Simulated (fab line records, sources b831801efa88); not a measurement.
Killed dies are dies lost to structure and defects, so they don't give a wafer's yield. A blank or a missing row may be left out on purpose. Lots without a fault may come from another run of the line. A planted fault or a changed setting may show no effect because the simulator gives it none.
One fault seen from 2 desks | flow gf180mcu | each desk has only its own numbers; what lay behind them comes last

THE TOOL OWNER'S DESK: krf_scanner-01
The tool's own readings at GF_M1_EXPOSE_11 (exposes mask Metal1, target cd 230 nm): means of the sampled wafers that have a number, for each lot that ran on this tool. A lot is out of limits, marked OUT, if its mean lies more than 4 standard deviations from the usual mean; the brackets give that distance.
Columns: A = exposure_dose_mJ_cm2 at GF_M1_EXPOSE_11, usual 27.953
lot  | first seen here | A
L642 | day 18 23:21    | 27.973
L645 | day 19 22:08    | 27.989
L651 | day 22 07:51    | 26.494 (-50) OUT
L658 | day 24 13:14    | 27.925
L659 | day 24 23:45    | 27.957
This desk's finding: out of limits on L651; first on L651, day 22 07:51 (exposure_dose_mJ_cm2 at GF_M1_EXPOSE_11). In limits: L642, L645, L658, L659.

THE METROLOGY DESK
What the gauges read, lot by lot, whatever tool the lot ran on: means of the sampled wafers that have a number. A lot is out of limits, marked OUT, if its mean lies more than 4 standard deviations from the usual mean; the brackets give that distance.
Columns: A = M1_ALCU_THK at GF_M1_THK_MEAS_06, usual 440 nm; B = cd_nm at GF_M1_CD_MEAS_14, usual 229.5 nm
lot  | first seen here | A   | B
L636 | day 16 02:51    | 439 | 229.0
L637 | day 16 08:44    | 446 | 229.7
L641 | day 18 00:13    | 441 | 230.2
L642 | day 18 10:52    | 439 | 229.3
L644 | day 19 04:00    | 446 | 230.9
L645 | day 19 09:40    | 437 | 230.0
L648 | day 20 13:53    | 445 | 230.6
L651 | day 21 19:54    | 437 | 193.6 (-36) OUT
L653 | day 22 09:55    | 440 | 228.9
L654 | day 22 18:31    | 438 | 229.1
L658 | day 24 01:46    | 432 | 229.0
L659 | day 24 12:12    | 440 | 229.6
This desk's finding: out of limits on L651; first on L651, day 22 19:45 (cd_nm at GF_M1_CD_MEAS_14). In limits: L636, L637, L641, L642, L644, L645, L648, L653, L654, L658, L659.

PUT TOGETHER
The tool owner's desk could have raised an alarm at day 22 07:51, on L651.
The metrology desk could have raised an alarm at day 22 19:45, on L651.
Of the lots named, all ran GF_M1_EXPOSE_11 on krf_scanner-01.

WHAT THE SIMULATOR HAD PUT IN
Process parameter drift: krf_scanner-01, from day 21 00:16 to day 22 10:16, at GF_M1_EXPOSE_11. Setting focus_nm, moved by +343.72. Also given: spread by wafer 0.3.
Lots struck among those shown: L651.
Hours from the fault's start to each desk's first reading out of limits: the tool owner's desk, 32; the metrology desk, 43.
